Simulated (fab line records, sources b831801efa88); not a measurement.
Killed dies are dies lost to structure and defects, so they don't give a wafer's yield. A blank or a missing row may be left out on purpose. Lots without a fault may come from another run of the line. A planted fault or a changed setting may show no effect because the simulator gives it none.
Chamber matching | flow sky130 | SKY_LI_CONTACT_CMP_24 on cmp-01: 4 sister chambers
The step polishes, stops on PSG, t overpolish 20 s, target thk 0 nm. 8 wafers are shown with their chamber, then 12 later ones without.

WAFERS WITH THEIR CHAMBER
wafer  | chamber | motor_current_A (A) | time_to_endpoint_s (s)
L084.1 | 3       | 12.5                | 97
L084.3 | 0       | 10.2                | 89
L087.2 | 1       | 10.0                | 86
L087.3 | 2       | 13.8                | 94
L087.5 | 1       | 9.6                 | 87
L086.1 | 0       | 9.8                 | 88
L086.2 | 3       | 11.9                | 95
L086.3 | 2       | 13.6                | 92

WAFERS WITHOUT THEIR CHAMBER
wafer  | motor_current_A (A) | time_to_endpoint_s (s)
L090.1 | 9.7                 | 90
L090.2 | 10.1                | 94
L090.3 | 12.7                | 97
L088.2 | 13.2                | 93
L088.3 | 10.1                | 91
L088.6 | 14.2                | 89
L089.1 | 9.8                 | 94
L089.5 | 9.8                 | 92
L089.6 | 13.3                | 96
L093.2 | 10.6                | 95
L093.4 | 10.0                | 92
L093.6 | 9.5                 | 98

WHICH CHAMBER EACH WENT THROUGH
wafer  | from the rows above          | in truth
L090.1 | can't be placed: 0 or 1      | 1
L090.2 | can't be placed: 0 or 1      | 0
L090.3 | 3                            | 3
L088.2 | 2                            | 2
L088.3 | can't be placed: 0 or 1      | 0
L088.6 | 2                            | 2
L089.1 | can't be placed: 0 or 1      | 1
L089.5 | can't be placed: 0 or 1      | 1
L089.6 | can't be placed: 2 or 3      | 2
L093.2 | can't be placed: 3 or 0      | 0
L093.4 | can't be placed: 0 or 1      | 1
L093.6 | can't be placed: 0 or 3 or 1 | 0
Placed correctly: 3 of 12. Can't be placed from these rows: 9 (the true chamber is among the candidates in 9). Placed wrongly: 0.
How it was worked out, from the rows above alone: a wafer's distance from a chamber is the root of the sum, over the readings, of the square of ((its reading less the chamber's mean) divided by the reading's scatter). The wafer belongs to the nearest chamber; if the next one is less than 2 further off, it can't be placed. A chamber's mean is the mean of its shown wafers. The scatter: the root of (the sum of the squares of (reading less its chamber's mean) over the shown wafers, divided by (wafers less chambers)).
